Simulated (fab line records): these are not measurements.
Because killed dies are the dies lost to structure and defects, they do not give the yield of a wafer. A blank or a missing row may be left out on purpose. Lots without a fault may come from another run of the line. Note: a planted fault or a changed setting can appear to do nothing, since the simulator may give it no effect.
Which of the tools did it? || flow gf180mcu || Sampling: 12 lots, 36 wafers, 5 of 602 route steps

== WHAT THE GAUGES READ, wafer by wafer ==
GF_STI_THK_MEAS_30.
{"lot": "L599", "measured": "day 2 06:47", "on": "film_metro-03", "STI_OXIDATION_02_THK (nm)": "10.06 10.05 10.09"}
{"lot": "L603", "measured": "day 3 02:42", "on": "film_metro-03", "STI_OXIDATION_02_THK (nm)": "9.99 10.19 9.87"}
{"lot": "L604", "measured": "day 3 08:29", "on": "film_metro-01", "STI_OXIDATION_02_THK (nm)": "10.00 9.94 10.11"}
{"lot": "L605", "measured": "day 3 13:01", "on": "film_metro-04", "STI_OXIDATION_02_THK (nm)": "9.89 9.97 10.04"}
{"lot": "L607", "measured": "day 3 23:44", "on": "film_metro-01", "STI_OXIDATION_02_THK (nm)": "9.90 9.90 9.86"}
{"lot": "L608", "measured": "day 4 06:12", "on": "film_metro-04", "STI_OXIDATION_02_THK (nm)": "9.77 9.89 9.94"}
{"lot": "L609", "measured": "day 4 09:41", "on": "film_metro-03", "STI_OXIDATION_02_THK (nm)": "10.15 10.21 10.14"}
{"lot": "L614", "measured": "day 5 11:07", "on": "film_metro-03", "STI_OXIDATION_02_THK (nm)": "9.89 10.11 10.00"}
{"lot": "L615", "measured": "day 5 16:55", "on": "film_metro-04", "STI_OXIDATION_02_THK (nm)": "9.95 9.73 9.82"}
{"lot": "L616", "measured": "day 5 21:47", "on": "film_metro-03", "STI_OXIDATION_02_THK (nm)": "10.19 10.02 10.15"}
{"lot": "L620", "measured": "day 6 19:55", "on": "film_metro-03", "STI_OXIDATION_02_THK (nm)": "10.14 10.16 9.96"}
{"lot": "L622", "measured": "day 7 05:37", "on": "film_metro-04", "STI_OXIDATION_02_THK (nm)": "9.82 10.11 10.00"}

GF_VT_IMPLANT_RS_MEAS_48: the measuring method here is four-point-probe.
{"lot": "L599", "measured": "day 7 14:52", "on": "film_metro-02", "LVPWELL_RS (ohm/sq)": "1186.8 1191.3 1193.5"}
{"lot": "L603", "measured": "day 8 15:40", "on": "film_metro-02", "LVPWELL_RS (ohm/sq)": "1197.8 1196.8 1196.0"}
{"lot": "L604", "measured": "day 9 00:44", "on": "film_metro-02", "LVPWELL_RS (ohm/sq)": "1193.9 1195.6 1197.2"}
{"lot": "L605", "measured": "day 9 08:41", "on": "film_metro-02", "LVPWELL_RS (ohm/sq)": "1199.9 1197.4 1199.8"}
{"lot": "L607", "measured": "day 9 21:05", "on": "film_metro-01", "LVPWELL_RS (ohm/sq)": "1189.9 1193.4 1190.6"}
{"lot": "L608", "measured": "day 10 07:32", "on": "film_metro-02", "LVPWELL_RS (ohm/sq)": "1196.9 1201.5 1198.7"}
{"lot": "L609", "measured": "day 10 11:09", "on": "film_metro-04", "LVPWELL_RS (ohm/sq)": "1192.9 1187.6 1192.8"}
{"lot": "L614", "measured": "day 11 18:11", "on": "film_metro-02", "LVPWELL_RS (ohm/sq)": "1189.1 1189.3 1194.0"}
{"lot": "L615", "measured": "day 12 02:11", "on": "film_metro-01", "LVPWELL_RS (ohm/sq)": "1123.7 1122.3 1126.3"}
{"lot": "L616", "measured": "day 12 12:51", "on": "film_metro-02", "LVPWELL_RS (ohm/sq)": "1123.5 1123.7 1125.5"}
{"lot": "L620", "measured": "day 13 13:47", "on": "film_metro-04", "LVPWELL_RS (ohm/sq)": "1196.5 1194.3 1195.4"}
{"lot": "L622", "measured": "day 14 08:17", "on": "film_metro-02", "LVPWELL_RS (ohm/sq)": "1191.9 1193.7 1195.0"}

GF_PSD_TW_MEAS_11.
{"lot": "L599", "measured": "day 14 15:34", "on": "film_metro-03", "PSD_TW": "3227 3226 3212"}
{"lot": "L603", "measured": "day 15 15:22", "on": "film_metro-03", "PSD_TW": "3188 3192 3180"}
{"lot": "L604", "measured": "day 16 12:07", "on": "film_metro-03", "PSD_TW": "3196 3194 3179"}
{"lot": "L605", "measured": "day 16 15:05", "on": "film_metro-02", "PSD_TW": "3129 3117 3120"}
{"lot": "L607", "measured": "day 17 11:31", "on": "film_metro-02", "PSD_TW": "3111 3122 3142"}
{"lot": "L608", "measured": "day 17 14:10", "on": "film_metro-02", "PSD_TW": "3096 3100 3132"}
{"lot": "L609", "measured": "day 17 19:04", "on": "film_metro-01", "PSD_TW": "3197 3193 3206"}
{"lot": "L614", "measured": "day 19 18:57", "on": "film_metro-03", "PSD_TW": "3200 3201 3194"}
{"lot": "L615", "measured": "day 19 19:15", "on": "film_metro-01", "PSD_TW": "3169 3170 3172"}
{"lot": "L616", "measured": "day 20 11:46", "on": "film_metro-03", "PSD_TW": "3209 3212 3190"}
{"lot": "L620", "measured": "day 21 17:47", "on": "film_metro-03", "PSD_TW": "3206 3219 3228"}
{"lot": "L622", "measured": "day 22 14:39", "on": "film_metro-01", "PSD_TW": "3160 3171 3158"}

== EACH LOT AND THE TOOL THAT RAN IT (in order: tool; ch and the chambers of the sampled wafers; start) ==
{"lot": "L599", "GF_LVPWELL_IMPLANT_08": "implanter-01 ch 0, day 3 21:04", "GF_VT_IMPLANT_STRIP_20": "plasma_asher-02 ch 0,1, day 6 07:05"}
{"lot": "L603", "GF_LVPWELL_IMPLANT_08": "implanter-04 ch 0, day 4 18:31", "GF_VT_IMPLANT_STRIP_20": "plasma_asher-02 ch 0,1, day 7 06:37"}
{"lot": "L604", "GF_LVPWELL_IMPLANT_08": "implanter-03 ch 0, day 5 01:25", "GF_VT_IMPLANT_STRIP_20": "plasma_asher-02 ch 0,1, day 7 14:53"}
{"lot": "L605", "GF_LVPWELL_IMPLANT_08": "implanter-04 ch 0, day 5 06:29", "GF_VT_IMPLANT_STRIP_20": "plasma_asher-04 ch 0,1, day 7 21:31"}
{"lot": "L607", "GF_LVPWELL_IMPLANT_08": "implanter-01 ch 0, day 5 18:32", "GF_VT_IMPLANT_STRIP_20": "plasma_asher-03 ch 1, day 8 10:29"}
{"lot": "L608", "GF_LVPWELL_IMPLANT_08": "implanter-03 ch 0, day 6 03:05", "GF_VT_IMPLANT_STRIP_20": "plasma_asher-02 ch 0,1, day 8 19:11"}
{"lot": "L609", "GF_LVPWELL_IMPLANT_08": "implanter-04 ch 0, day 6 05:40", "GF_VT_IMPLANT_STRIP_20": "plasma_asher-02 ch 0,1, day 8 23:53"}
{"lot": "L614", "GF_LVPWELL_IMPLANT_08": "implanter-04 ch 0, day 7 08:40", "GF_VT_IMPLANT_STRIP_20": "plasma_asher-02 ch 0, day 10 04:17"}
{"lot": "L615", "GF_LVPWELL_IMPLANT_08": "implanter-04 ch 0, day 7 15:10", "GF_VT_IMPLANT_STRIP_20": "plasma_asher-03 ch 0,1, day 10 12:29"}
{"lot": "L616", "GF_LVPWELL_IMPLANT_08": "implanter-04 ch 0, day 7 20:17", "GF_VT_IMPLANT_STRIP_20": "plasma_asher-04 ch 0,1, day 10 18:11"}
{"lot": "L620", "GF_LVPWELL_IMPLANT_08": "implanter-01 ch 0, day 8 21:53", "GF_VT_IMPLANT_STRIP_20": "plasma_asher-02 ch 0,1, day 11 23:19"}
{"lot": "L622", "GF_LVPWELL_IMPLANT_08": "implanter-03 ch 0, day 9 08:17", "GF_VT_IMPLANT_STRIP_20": "plasma_asher-04 ch 0,1, day 12 15:33"}
- GF_LVPWELL_IMPLANT_08
- GF_VT_IMPLANT_STRIP_20: strips in O2/N2.

== AS READ BY THE TOOLS THEMSELVES (means over the sampled wafers that have a number; for cases with no such wafer, the mark the record gives instead) ==
GF_LVPWELL_IMPLANT_08.
{"lot": "L599", "tool": "implanter-01", "beam_energy_keV": 170.04, "dose_ions_cm2": 1.4992e+13, "faraday_current_uA": 85.8}
{"lot": "L603", "tool": "implanter-04", "beam_energy_keV": 170.05, "dose_ions_cm2": 1.4991e+13, "faraday_current_uA": 86.9}
{"lot": "L604", "tool": "implanter-03", "beam_energy_keV": 169.97, "dose_ions_cm2": 1.4994e+13, "faraday_current_uA": 85.7}
{"lot": "L605", "tool": "implanter-04", "beam_energy_keV": 170.03, "dose_ions_cm2": 1.5020e+13, "faraday_current_uA": 85.6}
{"lot": "L607", "tool": "implanter-01", "beam_energy_keV": 170.03, "dose_ions_cm2": 1.4990e+13, "faraday_current_uA": 84.3}
{"lot": "L608", "tool": "implanter-03", "beam_energy_keV": 169.99, "dose_ions_cm2": 1.4996e+13, "faraday_current_uA": 84.2}
{"lot": "L609", "tool": "implanter-04", "beam_energy_keV": 169.95, "dose_ions_cm2": 1.4983e+13, "faraday_current_uA": 83.3}
{"lot": "L614", "tool": "implanter-04", "beam_energy_keV": 170.03, "dose_ions_cm2": 1.5004e+13, "faraday_current_uA": 84.6}
{"lot": "L615", "tool": "implanter-04", "beam_energy_keV": 169.90, "dose_ions_cm2": 1.6892e+13, "faraday_current_uA": 97.4}
{"lot": "L616", "tool": "implanter-04", "beam_energy_keV": 170.03, "dose_ions_cm2": 1.6928e+13, "faraday_current_uA": 95.0}
{"lot": "L620", "tool": "implanter-01", "beam_energy_keV": 169.98, "dose_ions_cm2": 1.4993e+13, "faraday_current_uA": 84.4}
{"lot": "L622", "tool": "implanter-03", "beam_energy_keV": 170.03, "dose_ions_cm2": 1.4981e+13, "faraday_current_uA": 86.1}

GF_VT_IMPLANT_STRIP_20.
{"lot": "L599", "tool": "plasma_asher-02", "drypump_motor_current_A (A)": 5.3, "heater_power_w (W)": 314, "n2_flow_sccm (sccm)": 299.6, "oes_product_au (a.u.)": 0.717, "strip_time_to_endpoint_s (s)": 12.66}
{"lot": "L603", "tool": "plasma_asher-02", "drypump_motor_current_A (A)": 5.5, "heater_power_w (W)": 319, "n2_flow_sccm (sccm)": 299.3, "oes_product_au (a.u.)": 0.715, "strip_time_to_endpoint_s (s)": 12.63}
{"lot": "L604", "tool": "plasma_asher-02", "drypump_motor_current_A (A)": 5.3, "heater_power_w (W)": 312, "n2_flow_sccm (sccm)": 300.5, "oes_product_au (a.u.)": 0.716, "strip_time_to_endpoint_s (s)": 12.68}
{"lot": "L605", "tool": "plasma_asher-04", "drypump_motor_current_A (A)": 6.3, "heater_power_w (W)": 337, "n2_flow_sccm (sccm)": 300.6, "oes_product_au (a.u.)": 0.719, "strip_time_to_endpoint_s (s)": 12.61}
{"lot": "L607", "tool": "plasma_asher-03", "drypump_motor_current_A (A)": 5.1, "heater_power_w (W)": 368, "n2_flow_sccm (sccm)": 300.3, "oes_product_au (a.u.)": 0.718, "strip_time_to_endpoint_s (s)": 12.61}
{"lot": "L608", "tool": "plasma_asher-02", "drypump_motor_current_A (A)": 5.5, "heater_power_w (W)": 322, "n2_flow_sccm (sccm)": 301.1, "oes_product_au (a.u.)": 0.715, "strip_time_to_endpoint_s (s)": 12.66}
{"lot": "L609", "tool": "plasma_asher-02", "drypump_motor_current_A (A)": 5.3, "heater_power_w (W)": 310, "n2_flow_sccm (sccm)": 300.1, "oes_product_au (a.u.)": 0.712, "strip_time_to_endpoint_s (s)": 12.61}
{"lot": "L614", "tool": "plasma_asher-02", "drypump_motor_current_A (A)": 5.0, "heater_power_w (W)": 303, "n2_flow_sccm (sccm)": 299.9, "oes_product_au (a.u.)": 0.716, "strip_time_to_endpoint_s (s)": 12.70}
{"lot": "L615", "tool": "plasma_asher-03", "drypump_motor_current_A (A)": 5.4, "heater_power_w (W)": 347, "n2_flow_sccm (sccm)": 300.2, "oes_product_au (a.u.)": 0.710, "strip_time_to_endpoint_s (s)": 12.62}
{"lot": "L616", "tool": "plasma_asher-04", "drypump_motor_current_A (A)": 6.4, "heater_power_w (W)": 336, "n2_flow_sccm (sccm)": 300.6, "oes_product_au (a.u.)": 0.720, "strip_time_to_endpoint_s (s)": 12.58}
{"lot": "L620", "tool": "plasma_asher-02", "drypump_motor_current_A (A)": 5.3, "heater_power_w (W)": 309, "n2_flow_sccm (sccm)": 300.6, "oes_product_au (a.u.)": 0.715, "strip_time_to_endpoint_s (s)": 12.65}
{"lot": "L622", "tool": "plasma_asher-04", "drypump_motor_current_A (A)": 6.3, "heater_power_w (W)": 336, "n2_flow_sccm (sccm)": 299.9, "oes_product_au (a.u.)": 0.712, "strip_time_to_endpoint_s (s)": 12.69}

== THE ANSWER, worked out from the rows above alone ==
Rule: the usual values come from the lots themselves. The widest of any qualifying gaps counts: lots, ordered by their means at a reading, are off when they make up no more than a third of the lots, leave a main group of 4 or more, and stand apart from it by 3 or more times the standard deviation of that group's means. The tables above print the reading to a certain number of digits; a main group whose means all agree to those digits is not used. Also off: a lot with no number at a reading for which 4 or more lots have one. All remaining lots with rows at the step are treated as sound. Order of review: gauges by route order, followed by the tools' own readings, for which a lot's mean as printed above is used. The first step at which some lot is off is used, and at that step the reading that is off furthest; a lot without a number counts as furthest.
Off: L615, L616, seen at GF_VT_IMPLANT_RS_MEAS_48 (LVPWELL_RS). Mean 1194.3 ohm/sq and standard deviation 3.2 in the main group.
If a tool, at a process step before that reading, ran all the lots that are off and no sound lot after the first of them, it fits. Not tried: the gauges at GF_VT_IMPLANT_RS_MEAS_48; whatever is off there is also off at GF_LVPWELL_IMPLANT_08, on other tools, and gauge error can't account for it. One fits: GF_LVPWELL_IMPLANT_08 on implanter-04. Its last sound lot is L614 (day 7 08:40), its first lot that is off L615 (day 7 15:10): a fault that began between those two fits.
The tool's own readings at GF_LVPWELL_IMPLANT_08 bear it out: on the lots that are off they differ by more than 5 times the standard deviation of the sound lots' means. dose_ions_cm2 reads 1.6910e+13 there against 1.4994e+13 on the sound lots; faraday_current_uA reads 96.2 there against 85.1 on the sound lots.

== WHAT HAD BEEN PUT IN BY THE SIMULATOR ==
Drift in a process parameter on implanter-04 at GF_LVPWELL_IMPLANT_08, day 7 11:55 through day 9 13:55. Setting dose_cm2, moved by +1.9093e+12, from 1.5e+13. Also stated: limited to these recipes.
Struck lots among those shown: L615, L616. The rule above reached the same finding.
